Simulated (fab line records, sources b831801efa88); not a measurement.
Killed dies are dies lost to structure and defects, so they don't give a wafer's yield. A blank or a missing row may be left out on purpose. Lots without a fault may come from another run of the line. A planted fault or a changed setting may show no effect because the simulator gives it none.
Chamber matching | flow gf180mcu | GF_V2_CMP_26 on cmp-02: 4 sister chambers
The step polishes, stops on SiO2, t overpolish 15 s, target thk 0 nm. 8 wafers are shown with their chamber, then 10 later ones without.

WAFERS WITH THEIR CHAMBER
wafer  | chamber | motor_current_A (A) | overpolish_run_s (s)
L077.5 | 1       | 11.7                | 15.002
L081.4 | 2       | 10.9                | 14.985
L085.3 | 2       | 10.3                | 14.985
L085.4 | 1       | 11.3                | 14.999
L090.2 | 3       | 10.1                | 14.993
L090.6 | 0       | 9.7                 | 14.996
L091.1 | 3       | 10.2                | 14.989
L091.5 | 0       | 9.9                 | 14.994

WAFERS WITHOUT THEIR CHAMBER
wafer  | motor_current_A (A) | overpolish_run_s (s)
L091.6 | 10.8                | 15.006
L094.1 | 11.7                | 14.989
L094.3 | 9.5                 | 14.992
L094.4 | 11.2                | 15.006
L095.1 | 11.6                | 14.993
L095.5 | 11.4                | 14.996
L095.6 | 9.4                 | 15.008
L097.1 | 10.2                | 15.001
L097.3 | 11.1                | 15.016
L097.5 | 9.7                 | 14.994

WHICH CHAMBER EACH WENT THROUGH
wafer  | from the rows above          | in truth
L091.6 | 1                            | 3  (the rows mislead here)
L094.1 | can't be placed: 2 or 3 or 1 | 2
L094.3 | can't be placed: 0 or 3      | 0
L094.4 | 1                            | 1
L095.1 | can't be placed: 1 or 3 or 2 | 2
L095.5 | 1                            | 1
L095.6 | can't be placed: 0 or 1      | 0
L097.1 | can't be placed: 0 or 1 or 3 | 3
L097.3 | 1                            | 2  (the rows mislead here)
L097.5 | can't be placed: 0 or 3      | 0
Placed correctly: 2 of 10. Can't be placed from these rows: 6 (the true chamber is among the candidates in 6). Placed wrongly: 2.
How it was worked out, from the rows above alone: a wafer's distance from a chamber is the root of the sum, over the readings, of the square of ((its reading less the chamber's mean) divided by the reading's scatter). The wafer belongs to the nearest chamber; if the next one is less than 2 further off, it can't be placed. A chamber's mean is the mean of its shown wafers. The scatter: the root of (the sum of the squares of (reading less its chamber's mean) over the shown wafers, divided by (wafers less chambers)).
